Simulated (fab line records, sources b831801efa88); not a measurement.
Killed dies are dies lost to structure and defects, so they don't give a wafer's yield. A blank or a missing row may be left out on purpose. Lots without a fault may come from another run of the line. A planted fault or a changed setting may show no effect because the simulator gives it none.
A struck lot beside a sound one | flow sky130 | 16 steps out of a route of 708
Sound: wafers L639.1, L639.5, L639.6. Struck: wafer L649.2. (L649.3 of the same lot was not struck and is left out.) The cause comes at the end.
At each step with rows: each side's tool, then ch and its chambers, then its first start. Under that, the readings that differ: sound wafers | struck wafers | difference of the means | sigmas: that difference in standard deviations of wafers without a fault.
alike: readings whose means differ by less than 2 such deviations, and words and numbers that are the same on both sides. not compared: withheld readings, readings that some wafer has no value for, bounds like >300 that may hide the same value, and numbers for which the record gives no deviation and whose values overlap.
The two part at a step that has a row with sigmas, a row that says differs or no value, or rows on one side only. Numbers that don't overlap but have no deviation are shown without sigmas and don't part them. A reading that every wafer of one side lacks parts them only if that side has two wafers or more.

first, 8 steps without rows for these wafers: SKY_METAL1_DEHYDRATE_07 (time 60 s); SKY_METAL1_HMDS_08 (prime time 60 s); SKY_METAL1_COAT_09 (resist thk 60 nm); SKY_METAL1_COAT_10 (resist thk 450 nm); SKY_METAL1_SOFTBAKE_11 (time 90 s); SKY_METAL1_EXPOSE_12 (exposes mask MM1, target cd 140 nm); SKY_METAL1_PEB_13; SKY_METAL1_DEVELOP_14 (develop time 60 s).
SKY_METAL1_CD_MEAS_15: target cd 140 nm.
  sound on cd_sem-01, day 33 02:40; struck on cd_sem-01, day 36 12:17
  alike: cd_nm
SKY_METAL1_OVL_MEAS_16:
  sound on overlay-01, day 33 02:47; struck on overlay-02, day 36 12:23
  reading         | sound     | struck | difference | sigmas
  METAL1_OVL (nm) | -6 -6 -15 | 5      | +14        | +2
SKY_METAL1_DESCUM_17: chemistry O2, time 8 s.
  sound on rie_metal-04 ch 0,1, day 33 02:49; struck on rie_metal-03 ch 0, day 36 12:25
  reading                     | sound       | struck | difference | sigmas
  drypump_motor_current_A (A) | 6.1 6.3 6.1 | 5.0    | -1.2       | -2
  alike: oes_product_au
  not compared: rf_hours_counter_h
SKY_METAL1_ETCH_18: etches BARC in N2/H2, stops on SiO2, time 45.9 s, target depth 60 nm.
  sound on rie_metal-04 ch 0,1, day 33 02:52; struck on rie_metal-03 ch 0, day 36 12:26
  reading                     | sound       | struck | difference | sigmas
  drypump_motor_current_A (A) | 6.1 6.3 6.1 | 5.0    | -1.2       | -2
  alike: oes_product_au, throttle_valve_pct
  not compared: rf_hours_counter_h
SKY_METAL1_METAL_ETCH_19: etches the open film in Cl2/BCl3, stops on SiO2, target depth 360 nm, time 78 s.
  sound on rie_metal-04 ch 0,1, day 33 02:55; struck on rie_metal-03 ch 0, day 36 12:31
  reading                                       | sound                | struck | difference | sigmas
  drypump_motor_current_A (A)                   | 6.1 6.3 6.1          | 4.9    | -1.3       | -2
  mfc_cl2_sccm (sccm)                           | 59.98 60.01 59.74    | 60.33  | +0.42      | +2
  throttle_valve_pct (%)                        | 22.260 22.265 22.271 | 22.245 | -0.020     | -2
  model.KrF-thick_of_METAL1_COAT_10.thk_nm (nm) | 162.6 161.9 166.3    | 52.38  | -111.22    |
  model.METAL1.cd_nm (nm)                       | 138.5 135.8 138.2    | 126.5  | -11.0      |
  model.SiO2_of_CONTACT_HDPCVD_02.thk_nm (nm)   | 324.5 323.7 325.3    | 321.5  | -3.0       |
  alike: oes_product_au
  not compared: rf_hours_counter_h
SKY_METAL1_STRIP_20: strips in O2/N2.
  sound on plasma_asher-01 ch 0,1, day 33 03:01; struck on plasma_asher-04 ch 0, day 36 12:36
  reading                      | sound             | struck | difference | sigmas
  oes_product_au (a.u.)        | 0.344 0.346 0.348 | 0.297  | -0.049     | -10
  strip_time_to_endpoint_s (s) | 2.73 2.75 2.78    | 1.52   | -1.23      | -30
  alike: drypump_motor_current_A
  not compared: rf_hours_counter_h
then, 1 step without rows for these wafers: SKY_METAL1_STRIP_21 (strips in post etch residue remover, time 1200 s).
-- the record jumps here: 12 days lie between the struck wafers' starts before and after (it left off in module METAL1 and takes up again in module PAD_OPEN, whose first step shown is number 708 of the route) --
SKY_PAD_OPEN_PROBE_99:
  sound on prober-01, day 45 23:56; struck on prober-02, day 48 16:58
  reading                        | sound                | struck | difference | sigmas
  model.etest.met1.width_nm (nm) | 134.6 134.4 139.8    | 127.5  | -8.8       |
  model.etest.met1.line_ohm_um   | 0.9565 0.9616 0.8969 | 1.013  | +0.075     |
  alike: defect_limited_yield, killed_at_M0_to_M3, killed_at_M4_up, killed_at_contacts, killed_at_front_end, killed_at_other, killed_dies, killed_open, killed_short, sort_bin_3_pad_short, sort_bin_5_function, sort_bin_6_memory, sort_n_pass, sort_yield_pct

WHERE THEY PART
First at SKY_METAL1_OVL_MEAS_16; last, within this record, at SKY_METAL1_STRIP_20. Later steps at which nothing parts them and some readings are alike: SKY_PAD_OPEN_PROBE_99.

WHY: what the simulator had put in
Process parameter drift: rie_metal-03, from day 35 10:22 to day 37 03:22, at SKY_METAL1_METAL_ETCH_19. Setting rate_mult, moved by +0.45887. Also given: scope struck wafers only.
